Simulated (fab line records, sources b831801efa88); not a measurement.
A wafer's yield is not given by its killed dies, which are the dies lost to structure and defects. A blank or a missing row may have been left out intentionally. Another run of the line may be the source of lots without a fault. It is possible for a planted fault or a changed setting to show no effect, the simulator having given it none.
Commonality check across tools	flow gf180mcu	Sample size 13 lots and 39 wafers

REASON IT WAS OPENED
Of 13 lots, 2 have the reading NSD_RS flagged at GF_PSD_RS_MEAS_14. No-fault wafers: 46.15 ohm/sq, standard deviation 0.087.
Rule: a lot gets a flag if all its wafers with a number sit over 4 standard deviations from that mean, or if no wafer of it has a number. The other lots count as sound.

lot	measured	on	NSD_RS (ohm/sq), wafer by wafer	flag
L252	day 14 17:47	filmMetro-04	46.04 46.05 46.09	
L253	day 14 22:07	filmMetro-03	46.26 46.20 46.14	
L255	day 15 22:17	filmMetro-03	46.11 46.18 46.16	
L256	day 16 01:51	filmMetro-03	46.14 46.11 46.21	
L258	day 16 18:01	filmMetro-03	46.21 46.27 46.16	
L259	day 17 02:10	filmMetro-02	46.14 45.99 46.19	
L260	day 17 07:05	filmMetro-02	46.19 46.27 46.24	
L261	day 17 22:15	filmMetro-04	46.08 46.04 46.04	
L262	day 18 13:17	filmMetro-03	46.29 46.12 46.09	
L265	day 19 10:29	filmMetro-03	42.73 42.62 42.70	FLAGGED
L268	day 20 12:08	filmMetro-03	42.63 42.54 42.48	FLAGGED
L271	day 21 09:35	filmMetro-02	46.12 46.15 46.20	
L272	day 21 16:11	filmMetro-03	46.24 46.19 46.24	
Average over the flagged lots: 42.62 ohm/sq; offset from the usual -3.53 ohm/sq, equal to -41 standard deviations.

WHICH TOOL RAN EACH LOT
The record keeps 1 process step preceding the reading, out of 602 steps on the route. Every cell lists first the tool, next ch and the chambers used by the sampled wafers, and last the start.
lot	flag	GF_PSD_RTA_13
L252		rtpAnneal-01 ch 0, day 14 17:41
L253		rtpAnneal-02 ch 0, day 14 22:02
L255		rtpAnneal-02 ch 0, day 15 22:11
L256		rtpAnneal-01 ch 0, day 16 01:46
L258		rtpAnneal-02 ch 0, day 16 17:55
L259		rtpAnneal-01 ch 0, day 17 02:04
L260		rtpAnneal-02 ch 0, day 17 07:00
L261		rtpAnneal-02 ch 0, day 17 22:10
L262		rtpAnneal-01 ch 0, day 18 13:12
L265	FLAGGED	rtpAnneal-01 ch 0, day 19 10:23
L268	FLAGGED	rtpAnneal-01 ch 0, day 20 12:04
L271		rtpAnneal-02 ch 0, day 21 09:29
L272		rtpAnneal-02 ch 0, day 21 16:05
What the steps here do:
- GF_PSD_RTA_13: time 20 s.
- GF_PSD_RS_MEAS_14: measures by four-point-probe.

FLAGGED AGAINST TOTAL, ONE TOOL AT A TIME (gauges that did the reading follow at the end)
step	tool	lots run	flagged	share of the flagged lots	sound lots run after its first flagged lot
GF_PSD_RTA_13	rtpAnneal-01	6	2	all	0
GF_PSD_RTA_13	rtpAnneal-02	7	0	none	-
GF_PSD_RS_MEAS_14	filmMetro-02	3	0	none	-
GF_PSD_RS_MEAS_14	filmMetro-03	8	2	all	1 (L272)
GF_PSD_RS_MEAS_14	filmMetro-04	2	0	none	-

THE TABLE: WHAT IT ALLOWS
Table rows that saw every flagged lot: 2, namely rtpAnneal-01 at GF_PSD_RTA_13 and filmMetro-03 at GF_PSD_RS_MEAS_14.
- rtpAnneal-01 at GF_PSD_RTA_13 ran 6 lots, 2 of them flagged. A fault beginning between L262 (day 18 13:12), its last sound lot, and L265 (day 19 10:23), its first flagged one, fits the data.
- filmMetro-03 at GF_PSD_RS_MEAS_14 ran 8 lots, 2 of them flagged. Lots that were sound ran on it after the first flagged one (L272); a persistent fault on the entire tool would not allow that.
What remains is a single tool, rtpAnneal-01 at GF_PSD_RTA_13.

WHAT THE SIMULATOR HAD INSERTED
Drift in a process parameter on rtpAnneal-01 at GF_PSD_RTA_13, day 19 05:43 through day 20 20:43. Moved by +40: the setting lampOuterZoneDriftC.
Shown lots that were struck: L265, L268. This agrees with what the rule above found.
